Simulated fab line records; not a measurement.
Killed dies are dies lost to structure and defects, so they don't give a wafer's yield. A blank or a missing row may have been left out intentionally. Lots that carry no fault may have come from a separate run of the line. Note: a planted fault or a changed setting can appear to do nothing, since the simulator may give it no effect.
A struck lot beside a sound one | flow gf180mcu | 49 steps out of a route of 602
Sound: wafers L525.3, L525.4, L525.6. The struck wafers were L528.1, L528.4, L528.6. The cause comes at the end.
Each step with rows lists, per side, the tool, then ch with its chambers, then its first start. Under that, the readings that differ: sound wafers | struck wafers | difference of the means | sigmas: that difference in standard deviations of wafers without a fault.
alike: readings whose means differ by less than 2 such deviations, and words and numbers that are the same on both sides. not compared: withheld readings, readings that some wafer has no value for, bounds like >300 that may hide the same value, and numbers for which the record gives no deviation and whose values overlap.
A row with sigmas, a row that says differs or no value, or rows on one side alone: a step with any of these is where the two part. Numbers that don't overlap but have no deviation are shown without sigmas and don't part them. Lack of a reading on every wafer of one side parts them only where that side has two or more wafers.

first, 1 step without rows for these wafers: GF_STI_OXIDATION_21 (stabilise 600 s, purge 300 s, target thk 15 nm).
GF_STI_THK_MEAS_22:
  sound: film-metro-02 at day 2 23:24; struck: film-metro-01 at day 3 21:12
  alike: STI_OXIDATION_01_THK
then, 1 step without rows for these wafers: GF_STI_CVD_23 (deposits SiO2, target thk 650 nm, time 108.3 s).
GF_STI_THK_MEAS_24:
  sound: film-metro-02 at day 2 23:37; struck: film-metro-02 at day 3 21:20
  alike: STI_CVD_23_THK
GF_STI_CMP_25: polishes, stops on Si3N4, t overpolish 33 s, target thk 524.6 nm.
  sound on cmp-02 ch 2,3, day 2 23:43; struck on cmp-02 ch 0,1, day 3 21:28
  alike: motor-current-A, overpolish-run-s, time-to-endpoint-s
then, 4 steps without rows for these wafers: GF_STI_WET_ETCH_26 (etches SiO2 in dHF, target depth 94 nm, time 188 s); GF_STI_WET_ETCH_27 (etches Si3N4 in H3PO4, target depth 160 nm, time 1825 s); GF_STI_WET_ETCH_28 (etches SiO2 in dHF, target depth 20 nm, time 40 s); GF_STI_OXIDATION_29 (stabilise 600 s, purge 300 s, target thk 10 nm).
GF_STI_THK_MEAS_30:
  sound: film-metro-01 at day 3 06:26; struck: film-metro-01 at day 4 00:43
  alike: STI_OXIDATION_02_THK
then, 2 steps without rows for these wafers: GF_DNWELL_DEHYDRATE_00 (time 60 s); GF_DNWELL_HMDS_01 (prime time 60 s).
GF_DNWELL_COAT_02: resist thk 3000 nm.
  sound on litho-track-01 ch 0, day 3 12:08; struck on litho-track-01 ch 0, day 4 07:26
  reading                                  | sound          | struck         | difference | sigmas
  model.coat_of_DNWELL_COAT_02.thk-nm (nm) | 3028 3028 3023 | 1641 1643 1643 | -1384      |
then, 3 steps without rows for these wafers: GF_DNWELL_SOFTBAKE_03; GF_DNWELL_EXPOSE_04 (exposes mask DNWELL, target cd 1700 nm); GF_DNWELL_PEB_05.
GF_DNWELL_DEVELOP_06: develop time 60 s.
  sound on litho-track-04 ch 0; struck on litho-track-01 ch 0
  reading                                  | sound          | struck         | difference | sigmas
  model.coat_of_DNWELL_COAT_02.thk-nm (nm) | 3027 3027 3022 | 1640 1642 1642 | -1384      |
next, for these wafers, 1 step has no rows: GF_DNWELL_IMPLANT_07.
GF_DNWELL_STRIP_08: strips in O2/N2.
  sound on plasma-asher-02 ch 0,1, day 3 19:20; struck on plasma-asher-01 ch 0,1, day 4 14:44
  reading                      | sound             | struck            | difference | sigmas
  strip-time-to-endpoint-s (s) | 37.30 37.29 37.24 | 21.17 21.20 21.22 | -16.08     | -99 or more
  alike: chamber-pressure-mTorr, drypump-motor-current-A, heater-power-w, oes-product-au
  not compared: rf-hours-counter-h
GF_DNWELL_TW_MEAS_09:
  sound: film-metro-01 at day 3 19:26; struck: film-metro-01 at day 4 14:50
  alike: DNWELL_TW
then, 7 steps without rows for these wafers: GF_NWELL_DEHYDRATE_00 (time 60 s); GF_NWELL_HMDS_01 (prime time 60 s); GF_NWELL_COAT_02 (resist thk 3000 nm); GF_NWELL_SOFTBAKE_03; GF_NWELL_EXPOSE_04 (exposes mask Nwell, target cd 860 nm); GF_NWELL_PEB_05; GF_NWELL_DEVELOP_06 (develop time 58.48 s).
GF_NWELL_OVL_MEAS_07:
  sound: overlay-02 at day 4 09:08; struck: overlay-02 at day 5 04:53
  alike: NWELL_OVL
then, 2 steps without rows for these wafers: GF_NWELL_IMPLANT_08; GF_NWELL_IMPLANT_09.
GF_NWELL_STRIP_10: strips in O2/N2.
  sound on plasma-asher-02 ch 0,1, day 4 09:29; struck on plasma-asher-04 ch 0,1, day 5 06:32
  reading                        | sound                | struck               | difference | sigmas
  chamber-pressure-mTorr (mTorr) | 1501.3 1501.7 1500.9 | 1499.6 1497.2 1499.1 | -2.7       | -2
  alike: drypump-motor-current-A, heater-power-w, oes-product-au, strip-time-to-endpoint-s
  not compared: rf-hours-counter-h
GF_NWELL_TW_MEAS_11:
  sound: film-metro-02 at day 4 09:35; struck: film-metro-04 at day 5 06:38
  reading  | sound          | struck         | difference | sigmas
  NWELL_TW | 1577 1573 1576 | 1827 1829 1838 | +256       | +18
then, 7 steps without rows for these wafers: GF_LVPWELL_DEHYDRATE_00 (time 60 s); GF_LVPWELL_HMDS_01 (prime time 60 s); GF_LVPWELL_COAT_02 (resist thk 3000 nm); GF_LVPWELL_SOFTBAKE_03; GF_LVPWELL_EXPOSE_04 (exposes mask LVPWELL, target cd 600 nm); GF_LVPWELL_PEB_05; GF_LVPWELL_DEVELOP_06 (develop time 60 s).
GF_LVPWELL_OVL_MEAS_07:
  sound: overlay-01 at day 4 23:31; struck: overlay-02 at day 5 21:06
  alike: LVPWELL_OVL
then, 2 steps without rows for these wafers: GF_LVPWELL_IMPLANT_08; GF_LVPWELL_IMPLANT_09.
GF_LVPWELL_TW_MEAS_11:
  sound: film-metro-02 at day 4 23:57; struck: film-metro-04 at day 5 21:32
  reading    | sound       | struck         | difference | sigmas
  LVPWELL_TW | 565 566 562 | 1353 1359 1357 | +792       | +99 or more
GF_MVSD_TW_MEAS_11:
  sound: film-metro-03 at day 5 14:32; struck: film-metro-02 at day 6 13:02
  reading | sound          | struck         | difference | sigmas
  MVSD_TW | 1559 1554 1557 | 1848 1849 1842 | +290       | +16
GF_MVPSD_TW_MEAS_11:
  sound: film-metro-02 at day 6 05:52; struck: film-metro-02 at day 7 04:43
  reading  | sound       | struck         | difference | sigmas
  MVPSD_TW | 556 555 554 | 1364 1356 1349 | +801       | +99 or more
GF_VT_IMPLANT_TW_MEAS_10:
  sound: film-metro-01 at day 6 21:52; struck: film-metro-02 at day 7 20:16
  reading       | sound       | struck         | difference | sigmas
  VT_IMPLANT_TW | 562 561 560 | 1355 1358 1355 | +795       | +99 or more
GF_VT_IMPLANT_TW_MEAS_21:
  sound: film-metro-01 at day 7 14:31; struck: film-metro-02 at day 8 13:07
  reading         | sound          | struck         | difference | sigmas
  VT_IMPLANT_2_TW | 1213 1218 1219 | 1613 1607 1606 | +392       | +40
GF_VT_IMPLANT_TW_MEAS_32:
  sound: film-metro-01 at day 8 06:29; struck: film-metro-02 at day 9 06:10
  reading         | sound             | struck               | difference | sigmas
  VT_IMPLANT_3_TW | 265.7 266.8 267.0 | 1339.8 1334.0 1332.5 | +1068.9    | +99 or more
-- a jump in the record: the struck wafers' starts before and after are 22 days apart (it breaks off in module VT_IMPLANT and resumes in module PASSIVATION, where the first step shown is number 602 of the route) --
GF_PASSIVATION_PROBE_99:
  only the struck wafers here have rows in the record (prober-02, day 31 15:04); the sound ones have none

WHERE THEY PART
At GF_DNWELL_STRIP_08 first; at GF_PASSIVATION_PROBE_99 last (within this record only).

WHY: whatever the simulator had introduced
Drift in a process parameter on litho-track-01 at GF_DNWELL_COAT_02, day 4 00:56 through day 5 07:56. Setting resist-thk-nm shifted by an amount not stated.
